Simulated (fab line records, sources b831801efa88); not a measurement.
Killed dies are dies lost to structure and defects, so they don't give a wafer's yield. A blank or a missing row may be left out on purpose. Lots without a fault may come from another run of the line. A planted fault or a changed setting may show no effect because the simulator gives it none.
fab line records | flow sky130
record lots=12 wafers=36 last_day=50
route steps=708 shown CONTACT@423 METAL4@630 METAL5@663 PAD_OPEN@708
lots that met no fault: from a run of the same line without faults
start_h: hours from the record's first day to the start of the lot's first wafer shown | wait_h: hours since the lot's step before | " the same as in the row above | L1.1+2: a row that stands for several wafers | - no value, or no start given | * or withheld: withheld | < > ~ a bound
route shown NAME@n: a module of which the file shows steps, and the number in the route of the first | usual: mean/standard deviation of fault-free wafers | same: alike in all rows | chamber/n: place in a boat | sites: the reading at each site | _std_site: their standard deviation | _edge_site: outer sites' mean less inner sites' | radius_mm: how far each site lies from the wafer's centre | mask NAME#n: copy n | behind: the tool/chamber that last shaped the wafer | hold: why the lot was held/for how many hours/how that ended | device: the transistor (n, p or np) that didn't switch | end of line: the same wafers' tests at the end of the route | a step without rows: its recipe alone | killed: dies lost to structure and defects at the first sort, not the wafer's yield | map: a wafer's dies, x killed, . not, _ none there
set.NAME: the setting as run; set.NAME@STEP: as run at that earlier step | model.NAME: the simulator's own value behind a step, which no gauge read
steps of the route over a sample of lots; a table a step, a row a wafer
services: from which hour (start_h, from the record's first day; less than 0 if before it) a tool's chamber was out of use, for how many hours, and why
## steps
# step SKY_CONTACT_ETCH_17
# recipe target=SiO2 chemistry=C4F8/O2/Ar stop_on=Si3N4 mask_material=KrF-thick source_w=1500 bias_w=1200 pressure_mtorr=40 c4f8_flow_sccm=withheld O2_flow_sccm=6 Ar_flow_sccm=300 time_s=withheld target_depth_a=3400
# usual chamber_pressure_mTorr=40.00/0.036 oes_product_au=0.892/0.0049
# columns lot.wafer tool chamber start_h wait_h chamber_pressure_mTorr oes_product_au
L210.2 rie_diel-02 2 738.47 0.0 40.03 0.894
L210.3 " 3 " " 39.98 0.897
L210.6 " 0 " " 39.99 0.891
L211.1 rie_diel-04 3 749.29 0.0 39.99 0.900
L211.2 " 2 " " 40.03 0.891
L211.5 " 2 " " 40.06 0.889
L212.1 rie_diel-02 3 765.87 0.0 40.06 0.897
L212.2 " 1 " " 40.02 0.881
L212.6 " 2 " " 39.98 0.891
L213.1 rie_diel-01 1 772.27 0.0 40.02 0.896
L213.4 " 3 " " 39.98 0.890
L213.5 " 2 " " 40.06 0.897
L217.1 rie_diel-01 2 794.79 0.0 40.03 0.889
L217.4 " 3 " " 40.01 0.899
L217.6 " 3 " " 39.98 0.895
L222.3 rie_diel-04 0 850.68 0.0 40.05 0.889
L222.4 " 2 " " 40.06 0.888
L222.6 " 2 " " 39.96 0.902
L224.1 rie_diel-01 3 853.64 0.0 39.99 0.885
L224.2 " 2 " " 39.99 0.889
L224.5 " 1 " " 39.91 0.893
L226.4 rie_diel-02 2 869.33 0.0 40.05 0.889
L226.5 " 2 " " 39.99 0.891
L226.6 " 3 " " 40.03 0.892
L227.2 rie_diel-04 1 870.83 0.0 40.01 0.890
L227.5 " 1 " " 40.06 0.890
L227.6 " 2 " " 39.98 0.897
L229.2 rie_diel-04 2 888.34 0.0 40.04 0.886
L229.4 " 0 " " 39.99 0.888
L229.6 " 0 " " 40.04 0.891
L231.1 rie_diel-02 3 908.13 0.0 39.95 0.892
L231.4 " 0 " " 40.00 0.900
L231.5 " 0 " " 40.00 0.887
L232.3 rie_diel-04 2 913.07 0.0 40.03 0.896
L232.4 " 1 " " 40.00 0.896
L232.6 " 1 " " 39.97 0.888
# step SKY_METAL4_OVL_MEAS_14
# usual METAL4_OVL=-2/5.4
# columns lot.wafer tool chamber start_h wait_h METAL4_OVL[nm]
L210.2 overlay-02 - 985.50 0.1 6
L210.3 " - " " 4
L210.6 " - " " 0
L211.1 overlay-01 - 992.75 0.1 -10
L211.2 " - " " -4
L211.5 " - " " -6
L212.1 overlay-01 - 1008.20 0.1 -4
L212.2 " - " " -2
L212.6 " - " " -8
L213.1 overlay-02 - 1013.99 0.1 -10
L213.4 " - " " -9
L213.5 " - " " -6
L217.1 overlay-01 - 1032.60 0.1 0
L217.4 " - " " 1
L217.6 " - " " -6
L222.3 overlay-01 - 1079.75 0.1 -3
L222.4 " - " " 0
L222.6 " - " " -5
L224.1 overlay-01 - 1081.80 0.1 -4
L224.2 " - " " 9
L224.5 " - " " 3
L226.4 overlay-01 - 1095.42 0.1 1
L226.5 " - " " -2
L226.6 " - " " 3
L227.2 overlay-01 - 1097.24 0.1 -2
L227.5 " - " " -1
L227.6 " - " " -2
L229.2 overlay-01 - 1110.00 0.1 -11
L229.4 " - " " -14
L229.6 " - " " -11
L231.1 overlay-01 - 1123.90 0.1 -3
L231.4 " - " " -5
L231.5 " - " " 1
L232.3 overlay-01 - 1130.06 0.1 -8
L232.4 " - " " -6
L232.6 " - " " -6
# step SKY_METAL5_SPUTTER_02
# recipe material=AlCu target_thk_nm=1150 power_w=10770 time_s=61.2 chamber_pressure_pa=0.4
# usual throttle_valve_pct=29.8/1.4
# same time_s=61.2
# columns lot.wafer tool chamber start_h wait_h throttle_valve_pct
L210.2 pvd_sputter-03 - 1011.41 0.0 32.3
L210.3 " - " " 29.1
L210.6 " - " " 29.1
L211.1 pvd_sputter-01 - 1019.67 0.0 29.4
L211.2 " - " " 29.6
L211.5 " - " " 30.4
L212.1 pvd_sputter-03 - 1034.29 0.0 29.1
L212.2 " - " " 31.8
L212.6 " - " " 27.4
L213.1 pvd_sputter-03 - 1039.99 0.0 32.1
L213.4 " - " " 29.4
L213.5 " - " " 28.9
L217.1 pvd_sputter-02 - 1057.99 0.0 29.7
L217.4 " - " " 30.8
L217.6 " - " " 29.4
L222.3 pvd_sputter-02 - 1104.03 0.0 31.3
L222.4 " - " " 29.6
L222.6 " - " " 29.3
L224.1 pvd_sputter-02 - 1105.35 0.0 30.0
L224.2 " - " " 30.6
L224.5 " - " " 30.6
L226.4 pvd_sputter-01 - 1118.92 0.0 31.7
L226.5 " - " " 29.1
L226.6 " - " " 31.5
L227.2 pvd_sputter-03 - 1120.35 0.0 32.2
L227.5 " - " " 27.5
L227.6 " - " " 27.4
L229.2 pvd_sputter-01 - 1132.99 0.0 30.2
L229.4 " - " " 29.4
L229.6 " - " " 29.4
L231.1 pvd_sputter-01 - 1146.06 0.0 29.4
L231.4 " - " " 31.3
L231.5 " - " " 30.4
L232.3 pvd_sputter-03 - 1151.66 0.0 32.2
L232.4 " - " " 27.4
L232.6 " - " " 27.6
# step SKY_METAL5_METAL_ETCH_15
# recipe target_depth_a=12600 stop_on=SiO2 over_etch_frac=0.2 time_s=252 chemistry=Cl2/BCl3 resist_sidewall_deg=86 pressure_mtorr=10 icp_w=900 bias_w=48.5 Cl2_flow_sccm=60 bcl3_flow_sccm=30
# usual chamber_pressure_mTorr=9.999/0.0098 drypump_motor_current_A=5.9/0.58 oes_product_au=0.894/0.005 throttle_valve_pct=22.264/0.0081
# same time_s=252
# columns lot.wafer tool chamber start_h wait_h chamber_pressure_mTorr drypump_motor_current_A oes_product_au rf_hours_counter_h throttle_valve_pct
L210.2 rie_metal-03 1 1034.65 0.0 9.997 6.7 0.898 19 22.253
L210.3 " 1 " " 9.997 6.7 0.897 - 22.263
L210.6 " 0 " " 10.003 5.1 0.893 - 22.260
L211.1 rie_metal-03 0 1042.76 0.0 9.993 5.1 0.896 3 22.251
L211.2 " 1 " " 9.990 6.8 0.886 19 22.260
L211.5 " 0 " " 10.013 5.1 0.891 - 22.262
L212.1 rie_metal-02 1 1056.81 0.0 9.989 5.6 0.897 12 22.258
L212.2 " 0 " " 9.992 6.2 0.896 14 22.267
L212.6 " 0 " " 10.007 6.2 0.898 - 22.272
L213.1 rie_metal-01 0 1062.43 0.0 9.997 6.4 0.901 18 22.272
L213.4 " 0 " " 10.004 6.4 0.891 - 22.266
L213.5 " 0 " " 10.004 6.4 0.892 - 22.272
L217.1 rie_metal-03 0 1080.10 0.0 9.995 5.2 0.890 6 22.262
L217.4 " 1 " " 10.003 6.8 0.885 - 22.258
L217.6 " 1 " " 9.981 6.7 0.897 - 22.274
L222.3 rie_metal-02 1 1124.16 0.1 10.005 5.6 0.897 - 22.251
L222.4 " 0 " " 10.000 6.2 0.898 - 22.261
L222.6 " 0 " " 9.977 6.2 0.897 - 22.269
L224.1 rie_metal-02 0 1125.83 0.0 9.996 6.2 0.900 21 22.270
L224.2 " 1 " " 9.994 5.6 0.894 19 22.264
L224.5 " 0 " " 10.003 6.3 0.889 - 22.271
L226.4 rie_metal-03 1 1138.83 0.1 10.016 6.7 0.898 - 22.257
L226.5 " 1 " " 9.998 6.7 0.901 - 22.250
L226.6 " 0 " " 9.996 5.1 0.893 - 22.264
L227.2 rie_metal-02 0 1140.11 0.0 9.990 6.2 0.890 22 22.253
L227.5 " 0 " " 10.009 6.2 0.888 - 22.264
L227.6 " 1 " " 10.001 5.6 0.892 - 22.250
L229.2 rie_metal-02 0 1151.30 0.0 9.994 6.2 0.899 24 22.277
L229.4 " 0 " " 10.012 6.2 0.882 - 22.254
L229.6 " 0 " " 9.988 6.2 0.896 - 22.267
L231.1 rie_metal-02 1 1164.81 0.0 10.002 5.6 0.893 23 22.265
L231.4 " 0 " " 9.981 6.2 0.895 - 22.267
L231.5 " 1 " " 10.012 5.6 0.887 - 22.254
L232.3 rie_metal-03 1 1169.96 0.1 9.989 6.7 0.897 - 22.273
L232.4 " 0 " " 10.017 5.1 0.896 - 22.257
L232.6 " 1 " " 9.989 6.7 0.896 - 22.265
# step SKY_PAD_OPEN_PROBE_99
# usual killed_at_M0_to_M3=43/6.5 killed_at_M4_up=3.2/1.9 killed_at_contacts=25/5.5 killed_at_front_end=14/4.2 killed_at_other=0.2/0.44 killed_dies=85/8.5 killed_open=47/7 killed_short=39/6.3
# same gross_dies=492 killed_at_back_side=0
# columns lot.wafer tool chamber start_h wait_h hold killed_at_M0_to_M3 killed_at_M4_up killed_at_contacts killed_at_front_end killed_at_other killed_dies killed_open killed_short
L210.2 prober-02 - 1082.20 0.1 - 44 0 13 16 0 73 36 37
L210.3 prober-02 - 1082.25 0.2 - 41 3 26 18 0 88 47 41
L210.6 prober-02 - 1082.40 0.2 - 39 2 32 13 0 86 48 38
L211.1 prober-01 - 1089.19 0.1 - 45 5 25 15 1 91 49 42
L211.2 prober-01 - 1089.24 0.1 - 47 3 22 10 0 82 44 38
L211.5 prober-01 - 1089.39 0.2 - 47 4 27 18 0 96 57 39
L212.1 prober-02 - 1102.99 0.1 - 39 6 26 14 1 86 43 43
L212.2 prober-02 - 1103.04 0.1 - 39 5 35 18 0 97 66 31
L212.6 prober-02 - 1103.24 0.2 - 40 3 31 17 0 91 48 43
L213.1 prober-01 - 1108.65 0.1 - 33 3 35 14 0 85 44 41
L213.4 prober-01 - 1108.80 0.2 - 43 3 31 15 0 92 56 36
L213.5 prober-01 - 1108.85 0.2 - 38 3 28 10 0 79 43 36
L217.1 prober-01 - 1124.54 0.1 - 35 1 29 18 0 83 38 45
L217.4 prober-01 - 1124.69 0.2 - 44 2 28 11 0 85 49 36
L217.6 prober-01 - 1124.79 0.2 - 49 5 27 14 0 95 53 42
L222.3 prober-02 - 1164.87 0.2 - 49 5 26 19 0 99 50 49
L222.4 prober-02 - 1164.92 0.2 - 40 5 25 12 0 82 43 39
L222.6 prober-02 - 1165.02 0.2 - 47 0 20 18 1 86 48 38
L224.1 prober-02 - 1166.27 0.1 await_dispo/7.1h/release 46 4 23 14 0 87 48 39
L224.2 prober-02 - 1166.32 0.1 await_dispo/7.1h/release 45 2 16 20 0 83 36 47
L224.5 prober-02 - 1166.47 0.2 await_dispo/7.1h/release 33 4 83 17 0 137 43 36
L226.4 prober-02 - 1178.55 0.2 - 43 1 21 23 1 89 52 37
L226.5 prober-02 - 1178.60 0.2 - 40 7 20 16 0 83 45 38
L226.6 prober-02 - 1178.65 0.2 - 39 6 28 10 0 83 49 34
L227.2 prober-01 - 1179.95 0.1 - 46 4 30 15 0 95 61 34
L227.5 prober-01 - 1180.10 0.2 - 45 3 34 15 0 97 54 43
L227.6 prober-01 - 1180.15 0.2 - 36 1 28 14 1 80 48 32
L229.2 prober-01 - 1189.85 0.1 - 45 7 25 13 0 90 39 51
L229.4 prober-01 - 1189.95 0.2 - 52 3 25 14 1 95 55 40
L229.6 prober-01 - 1190.05 0.2 - 43 2 33 9 0 87 59 28
L231.1 prober-01 - 1201.69 0.1 - 42 1 25 14 1 83 38 45
L231.4 prober-01 - 1201.84 0.2 - 42 3 32 7 0 84 48 36
L231.5 prober-01 - 1201.89 0.2 - 34 1 24 5 0 64 35 29
L232.3 prober-02 - 1205.85 0.2 - 48 2 26 19 0 95 38 57
L232.4 prober-02 - 1205.90 0.2 - 33 2 32 12 0 79 46 33
L232.6 prober-02 - 1206.00 0.2 - 34 4 22 18 0 78 49 29
# killed by level:class
L210.2 VIA3:geometric_particle:open=8 METAL1:geometric_particle:short=7 VIA1:geometric_particle:short=7 POLY_GATE:geometric_particle:open=5 CONTACT:geometric_particle:open=5 VIA1:geometric_particle:open=5 METAL3:geometric_particle:short=4 CONTACT:geometric_particle:short=4
L210.3 LI_CONTACT:geometric_particle:open=12 FIELD_ISO:geometric_particle:open=7 VIA2:geometric_particle:open=7 METAL3:geometric_particle:short=6 VIA1:geometric_particle:open=6 METAL1:geometric_particle:short=5 VIA1:geometric_particle:short=5 POLY_GATE:geometric_particle:open=4
L210.6 CONTACT:geometric_particle:short=10 CONTACT:geometric_particle:open=10 VIA3:geometric_particle:open=8 LI_CONTACT:geometric_particle:open=7 VIA1:geometric_particle:open=7 VIA2:geometric_particle:open=5 VIA2:geometric_particle:short=4 POLY_GATE:geometric_particle:open=3
L211.1 VIA1:geometric_particle:open=9 CONTACT:geometric_particle:open=9 CONTACT:geometric_particle:short=7 VIA3:geometric_particle:open=7 FIELD_ISO:geometric_particle:short=6 VIA2:geometric_particle:open=6 VIA1:geometric_particle:short=6 METAL2:geometric_particle:short=6
L211.2 VIA1:geometric_particle:open=13 CONTACT:geometric_particle:open=9 METAL2:geometric_particle:short=8 LOCAL_INTERCONNECT:geometric_particle:short=7 METAL1:geometric_particle:short=7 VIA2:geometric_particle:open=5 VIA2:geometric_particle:short=5 FIELD_ISO:geometric_particle:short=4
L211.5 CONTACT:geometric_particle:open=12 VIA1:geometric_particle:open=11 VIA2:geometric_particle:open=9 FIELD_ISO:geometric_particle:open=7 CONTACT:geometric_particle:short=6 LOCAL_INTERCONNECT:geometric_particle:short=5 VIA3:geometric_particle:open=5 POLY_GATE:geometric_particle:open=4
L212.1 VIA1:geometric_particle:open=11 LI_CONTACT:geometric_particle:open=8 CONTACT:geometric_particle:open=8 METAL1:geometric_particle:short=7 CONTACT:geometric_particle:short=5 VIA3:geometric_particle:open=5 POLY_CUT:geometric_particle:short=4 LI_CONTACT:geometric_particle:short=4
L212.2 CONTACT:geometric_particle:open=18 VIA1:geometric_particle:open=13 LI_CONTACT:geometric_particle:open=10 VIA2:geometric_particle:open=6 FIELD_ISO:geometric_particle:short=5 POLY_GATE:geometric_particle:open=5 FIELD_ISO:geometric_particle:open=4 METAL3:geometric_particle:short=4
L212.6 VIA2:geometric_particle:open=11 CONTACT:geometric_particle:open=10 LI_CONTACT:geometric_particle:open=7 METAL2:geometric_particle:short=7 FIELD_ISO:geometric_particle:short=5 CONTACT:geometric_particle:short=5 METAL1:geometric_particle:short=5 FIELD_ISO:geometric_particle:open=4
L213.1 LI_CONTACT:geometric_particle:open=14 CONTACT:geometric_particle:open=7 METAL1:geometric_particle:short=7 VIA2:geometric_particle:open=7 CONTACT:geometric_particle:short=6 METAL2:geometric_particle:short=5 VIA3:geometric_particle:open=5 LI_CONTACT:geometric_particle:short=4
L213.4 CONTACT:geometric_particle:open=13 LI_CONTACT:geometric_particle:open=10 VIA1:geometric_particle:open=10 VIA2:geometric_particle:open=7 VIA3:geometric_particle:open=7 VIA3:geometric_particle:short=5 FIELD_ISO:geometric_particle:short=4 FIELD_ISO:geometric_particle:open=3
L213.5 LI_CONTACT:geometric_particle:open=10 VIA2:geometric_particle:open=9 CONTACT:geometric_particle:open=7 VIA1:geometric_particle:open=7 METAL1:geometric_particle:short=6 LOCAL_INTERCONNECT:geometric_particle:short=6 METAL2:geometric_particle:short=4 FIELD_ISO:geometric_particle:short=3
L217.1 CONTACT:geometric_particle:short=9 VIA1:geometric_particle:short=7 VIA1:geometric_particle:open=7 LI_CONTACT:geometric_particle:open=6 CONTACT:geometric_particle:open=6 POLY_GATE:geometric_particle:short=5 LOCAL_INTERCONNECT:geometric_particle:short=5 VIA2:geometric_particle:open=5
L217.4 CONTACT:geometric_particle:open=12 VIA1:geometric_particle:open=12 CONTACT:geometric_particle:short=6 VIA2:geometric_particle:open=6 VIA3:geometric_particle:open=5 LI_CONTACT:geometric_particle:open=5 METAL1:geometric_particle:short=5 VIA2:geometric_particle:short=4
L217.6 CONTACT:geometric_particle:open=18 VIA1:geometric_particle:open=11 VIA3:geometric_particle:open=8 POLY_GATE:geometric_particle:short=5 VIA1:geometric_particle:short=5 METAL3:geometric_particle:short=5 METAL4:geometric_particle:short=5 LI_CONTACT:geometric_particle:short=4
L222.3 VIA1:geometric_particle:open=12 CONTACT:geometric_particle:open=10 CONTACT:geometric_particle:short=8 METAL1:geometric_particle:short=8 VIA3:geometric_particle:open=6 VIA1:geometric_particle:short=6 VIA2:geometric_particle:open=6 FIELD_ISO:geometric_particle:open=5
L222.4 VIA1:geometric_particle:open=10 LI_CONTACT:geometric_particle:open=7 VIA3:geometric_particle:open=7 CONTACT:geometric_particle:open=6 VIA2:geometric_particle:open=5 LOCAL_INTERCONNECT:geometric_particle:short=5 METAL2:geometric_particle:short=5 LI_CONTACT:geometric_particle:short=4
L222.6 VIA1:geometric_particle:open=13 CONTACT:geometric_particle:open=9 VIA1:geometric_particle:short=9 VIA2:geometric_particle:open=7 VIA2:geometric_particle:short=5 VIA3:geometric_particle:open=5 FIELD_ISO:geometric_particle:short=4 LI_CONTACT:geometric_particle:open=4
L224.1 VIA1:geometric_particle:open=13 VIA2:geometric_particle:open=9 METAL1:geometric_particle:short=7 LI_CONTACT:geometric_particle:open=7 CONTACT:geometric_particle:open=6 FIELD_ISO:geometric_particle:open=5 CONTACT:geometric_particle:short=5 METAL2:geometric_particle:short=4
L224.2 POLY_GATE:geometric_particle:short=8 CONTACT:geometric_particle:open=7 METAL2:geometric_particle:short=7 VIA3:geometric_particle:short=7 VIA1:geometric_particle:open=6 VIA1:geometric_particle:short=5 LI_CONTACT:geometric_particle:open=5 METAL1:geometric_particle:short=5
L224.5 CONTACT:unspecified=58 CONTACT:geometric_particle:open=14 VIA1:geometric_particle:short=8 FIELD_ISO:geometric_particle:open=6 VIA2:geometric_particle:open=6 LOCAL_INTERCONNECT:geometric_particle:short=6 VIA1:geometric_particle:open=5 FIELD_ISO:geometric_particle:short=3
L226.4 VIA1:geometric_particle:open=12 FIELD_ISO:geometric_particle:open=8 CONTACT:geometric_particle:open=7 VIA3:geometric_particle:open=7 FIELD_ISO:geometric_particle:short=6 VIA2:geometric_particle:open=6 METAL1:geometric_particle:short=5 POLY_GATE:geometric_particle:short=4
L226.5 VIA1:geometric_particle:open=12 LI_CONTACT:geometric_particle:open=7 CONTACT:geometric_particle:open=7 VIA2:geometric_particle:short=6 POLY_GATE:geometric_particle:open=5 VIA1:geometric_particle:short=5 METAL2:geometric_particle:short=5 FIELD_ISO:geometric_particle:short=4
L226.6 VIA1:geometric_particle:open=12 VIA2:geometric_particle:open=9 CONTACT:geometric_particle:open=8 METAL2:geometric_particle:short=7 LI_CONTACT:geometric_particle:open=7 LOCAL_INTERCONNECT:geometric_particle:short=7 FIELD_ISO:geometric_particle:open=4 CONTACT:geometric_particle:short=4
L227.2 VIA1:geometric_particle:open=14 CONTACT:geometric_particle:open=9 LI_CONTACT:geometric_particle:open=8 FIELD_ISO:geometric_particle:open=6 LOCAL_INTERCONNECT:geometric_particle:short=6 METAL1:geometric_particle:short=6 VIA2:geometric_particle:open=6 VIA3:geometric_particle:open=6
L227.5 VIA1:geometric_particle:open=17 CONTACT:geometric_particle:open=15 LI_CONTACT:geometric_particle:open=8 LOCAL_INTERCONNECT:geometric_particle:short=6 VIA1:geometric_particle:short=6 METAL2:geometric_particle:short=6 FIELD_ISO:geometric_particle:short=4 POLY_GATE:geometric_particle:open=4
L227.6 CONTACT:geometric_particle:open=13 VIA2:geometric_particle:open=8 VIA1:geometric_particle:open=6 METAL1:geometric_particle:short=4 LI_CONTACT:geometric_particle:open=4 CONTACT:geometric_particle:short=4 VIA1:geometric_particle:short=4 METAL2:geometric_particle:short=4
L229.2 VIA1:geometric_particle:open=10 METAL2:geometric_particle:short=8 METAL1:geometric_particle:short=7 METAL4:geometric_particle:short=7 CONTACT:geometric_particle:short=6 LI_CONTACT:geometric_particle:open=5 CONTACT:geometric_particle:open=5 VIA2:geometric_particle:open=5
L229.4 VIA1:geometric_particle:open=14 CONTACT:geometric_particle:open=9 CONTACT:geometric_particle:short=9 VIA2:geometric_particle:open=7 VIA1:geometric_particle:short=6 METAL1:geometric_particle:open=4 METAL1:geometric_particle:short=4 METAL2:geometric_particle:short=4
L229.6 CONTACT:geometric_particle:open=17 VIA2:geometric_particle:open=10 VIA1:geometric_particle:open=10 VIA3:geometric_particle:open=8 CONTACT:geometric_particle:short=5 LI_CONTACT:geometric_particle:open=5 VIA3:geometric_particle:short=5 FIELD_ISO:geometric_particle:open=4
L231.1 CONTACT:geometric_particle:open=8 VIA1:geometric_particle:open=8 VIA3:geometric_particle:open=7 VIA1:geometric_particle:short=7 POLY_GATE:geometric_particle:short=6 CONTACT:geometric_particle:short=5 LI_CONTACT:geometric_particle:short=4 LI_CONTACT:geometric_particle:open=4
L231.4 VIA1:geometric_particle:open=10 CONTACT:geometric_particle:open=9 METAL1:geometric_particle:short=8 LI_CONTACT:geometric_particle:open=7 LOCAL_INTERCONNECT:geometric_particle:short=6 VIA2:geometric_particle:open=6 VIA3:geometric_particle:open=6 CONTACT:geometric_particle:short=5
L231.5 CONTACT:geometric_particle:open=9 METAL1:geometric_particle:short=7 METAL2:geometric_particle:short=7 CONTACT:geometric_particle:short=5 VIA1:geometric_particle:open=5 METAL2:geometric_particle:open=5 FIELD_ISO:geometric_particle:short=4 LI_CONTACT:geometric_particle:open=4
L232.3 METAL1:geometric_particle:short=9 METAL2:geometric_particle:short=9 LI_CONTACT:geometric_particle:open=8 CONTACT:geometric_particle:open=8 VIA1:geometric_particle:short=6 METAL3:geometric_particle:short=6 FIELD_ISO:geometric_particle:open=5 FIELD_ISO:geometric_particle:short=5
L232.4 CONTACT:geometric_particle:short=13 VIA1:geometric_particle:open=12 CONTACT:geometric_particle:open=10 VIA2:geometric_particle:open=7 LI_CONTACT:geometric_particle:open=6 FIELD_ISO:geometric_particle:short=4 METAL1:geometric_particle:short=4 VIA3:geometric_particle:open=4
L232.6 FIELD_ISO:geometric_particle:open=9 CONTACT:geometric_particle:open=7 VIA1:geometric_particle:open=7 LI_CONTACT:geometric_particle:open=6 POLY_GATE:geometric_particle:open=4 METAL1:geometric_particle:open=4 METAL2:geometric_particle:short=4 VIA3:geometric_particle:open=4
## services
# columns tool chamber start_h hours kind
rie_diel-04 3 719.08 12.9 repair
rie_metal-02 0 724.50 4.6 repair
pvd_sputter-03 - 737.93 0.9 repair
rie_diel-04 - 739.98 1.1 repair
rie_metal-03 - 744.20 1.4 pm
pvd_sputter-01 - 745.35 6.2 repair
rie_diel-04 2 752.87 26.1 repair
rie_metal-03 0 757.37 14.0 repair
pvd_sputter-03 - 761.31 1.0 repair
rie_diel-02 - 762.29 1.6 repair
rie_diel-02 - 775.32 0.4 repair
pvd_sputter-03 - 836.77 2.9 repair
rie_diel-02 1 892.96 12.4 repair
rie_diel-04 1 924.52 6.0 repair
rie_metal-03 - 947.14 0.7 repair
rie_diel-02 2 952.27 3.4 repair
rie_diel-04 0 961.20 2.6 repair
rie_diel-04 3 1010.36 5.4 repair
pvd_sputter-03 - 1025.08 1.1 repair
rie_diel-04 1 1048.96 3.5 repair
pvd_sputter-03 - 1108.24 7.5 repair
rie_diel-04 - 1110.88 2.8 pm
rie_metal-03 - 1129.22 2.8 pm
rie_diel-04 - 1146.69 1.0 repair
## key
first_sign step=SKY_PAD_OPEN_PROBE_99 reading=killed_at_contacts direction=up sigmas=11 usual=25 struck=83
effect step=SKY_PAD_OPEN_PROBE_99 reading=killed_dies direction=up sigmas=6.1 usual=85 struck=137
met_at SKY_CONTACT_ETCH_17
struck_lots L224
struck_wafers L224.5
tester_left_out L224
not_acting_at SKY_METAL4_OVL_MEAS_14,SKY_METAL5_SPUTTER_02,SKY_METAL5_METAL_ETCH_15
onset_between 772.27 853.64
fault kind=chamber_particle_source tool=rie_diel-01 chamber=1 onset_h=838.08 steps=SKY_CONTACT_ETCH_17 rate_per_visit_cm2=1.2083 end_h=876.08
# tester_left_out: of these lots the tester's yield and bins aren't shown, on N5 and GAA mostly nor the transistor test; their killed dies are dies lost to structure and defects alone, not to doping, threshold or leakage, so they don't give the yield
